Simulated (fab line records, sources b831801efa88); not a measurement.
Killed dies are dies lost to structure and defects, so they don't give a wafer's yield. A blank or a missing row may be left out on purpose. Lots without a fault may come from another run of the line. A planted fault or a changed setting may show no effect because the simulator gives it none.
Tool commonality check | flow gf180mcu | 12 lots, 34 wafers sampled

WHY IT WAS OPENED
At GF_NSD_TW_MEAS_12 the reading NSD_TW is flagged on 2 of 12 lots. Wafers without a fault read 4270, standard deviation 60.
Rule: a lot is flagged when every wafer of it that has a number lies more than 4 standard deviations from that mean, or none has a number. The other lots count as sound.

lot  | measured     | on            | NSD_TW, wafer by wafer | flag
L186 | day 13 05:01 | film_metro-04 | 4175 4204 4185         |
L188 | day 13 17:50 | film_metro-04 | 4188 4212 4186         |
L189 | day 14 05:19 | film_metro-04 | 4267 4283 4278         |
L190 | day 14 10:41 | film_metro-04 | 4232 4263              |
L192 | day 15 05:31 | film_metro-03 | 4352 4373 4361         |
L198 | day 18 08:17 | film_metro-03 | 4647 4662 4658         | FLAGGED
L199 | day 18 12:59 | film_metro-02 | 4603 4622 4601         | FLAGGED
L205 | day 19 20:31 | film_metro-04 | 4187 4200 4199         |
L206 | day 20 03:53 | film_metro-03 | 4348 4366 4351         |
L207 | day 20 11:53 | film_metro-03 | 4363 4356 4356         |
L208 | day 20 19:11 | film_metro-02 | 4244 4231              |
L209 | day 21 04:51 | film_metro-04 | 4229 4214 4183         |
The numbers of the flagged lots are 4632 on average: +362 against the usual, or +6 standard deviations.

WHICH TOOL RAN EACH LOT
The record holds 2 process steps before the reading, out of a route of 602 steps. In each cell: the tool, then ch and the chambers that the sampled wafers went through, then the start.
lot  | flag    | GF_NSD_IMPLANT_09               | GF_NSD_STRIP_11
L186 |         | implanter-03 ch 0, day 13 04:40 | plasma_asher-03 ch 0,1, day 13 04:55
L188 |         | implanter-01 ch 0, day 13 17:28 | plasma_asher-03 ch 0, day 13 17:44
L189 |         | implanter-03 ch 0, day 14 04:55 | plasma_asher-03 ch 0, day 14 05:13
L190 |         | implanter-01 ch 0, day 14 10:20 | plasma_asher-01 ch 0,1, day 14 10:36
L192 |         | implanter-01 ch 0, day 15 05:07 | plasma_asher-03 ch 0, day 15 05:25
L198 | FLAGGED | implanter-01 ch 0, day 18 07:55 | plasma_asher-03 ch 0,1, day 18 08:11
L199 | FLAGGED | implanter-01 ch 0, day 18 12:35 | plasma_asher-03 ch 0,1, day 18 12:53
L205 |         | implanter-04 ch 0, day 19 20:07 | plasma_asher-01 ch 0,1, day 19 20:25
L206 |         | implanter-03 ch 0, day 20 03:29 | plasma_asher-01 ch 0,1, day 20 03:47
L207 |         | implanter-03 ch 0, day 20 11:29 | plasma_asher-02 ch 0,1, day 20 11:47
L208 |         | implanter-04 ch 0, day 20 18:49 | plasma_asher-02 ch 0, day 20 19:05
L209 |         | implanter-03 ch 0, day 21 04:29 | plasma_asher-03 ch 0,1, day 21 04:46
What these steps do:
- GF_NSD_IMPLANT_09
- GF_NSD_STRIP_11: strips in O2/N2.
- GF_NSD_TW_MEAS_12

FLAGGED OVER TOTAL, TOOL BY TOOL (the gauges that took the reading come last)
step              | tool            | lots run | flagged | share of the flagged lots | sound lots run after its first flagged lot
GF_NSD_IMPLANT_09 | implanter-01    | 5        | 2       | all                       | 0
GF_NSD_IMPLANT_09 | implanter-03    | 5        | 0       | none                      | -
GF_NSD_IMPLANT_09 | implanter-04    | 2        | 0       | none                      | -
GF_NSD_STRIP_11   | plasma_asher-01 | 3        | 0       | none                      | -
GF_NSD_STRIP_11   | plasma_asher-02 | 2        | 0       | none                      | -
GF_NSD_STRIP_11   | plasma_asher-03 | 7        | 2       | all                       | 1 (L209)
GF_NSD_TW_MEAS_12 | film_metro-02   | 2        | 1       | some                      | 1 (L208)
GF_NSD_TW_MEAS_12 | film_metro-03   | 4        | 1       | some                      | 2 (L206,L207)
GF_NSD_TW_MEAS_12 | film_metro-04   | 6        | 0       | none                      | -

WHAT THE TABLE ALLOWS
2 rows of the table ran every flagged lot: implanter-01 at GF_NSD_IMPLANT_09, plasma_asher-03 at GF_NSD_STRIP_11.
- implanter-01 at GF_NSD_IMPLANT_09: 2 of its 5 lots flagged. Its last sound lot is L192 (day 15 05:07), its first flagged lot L198 (day 18 07:55): a fault that began between those two fits. Its own readings lie more than 4 standard deviations out on every wafer of the flagged lots: beam_energy_keV.
- plasma_asher-03 at GF_NSD_STRIP_11: 2 of its 7 lots flagged. Sound lots ran on it after the first flagged one (L209), which a lasting fault on the whole tool wouldn't allow. Its own readings lie more than 4 standard deviations out on every wafer of the flagged lots: oes_product_au, strip_time_to_endpoint_s.
One tool is left: implanter-01 at GF_NSD_IMPLANT_09.

WHAT THE SIMULATOR HAD PUT IN
Process parameter drift: implanter-01, from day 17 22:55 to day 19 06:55, at GF_NSD_IMPLANT_09. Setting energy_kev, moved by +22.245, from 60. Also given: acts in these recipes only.
Lots struck among those shown: L198, L199. The rule above found the same.
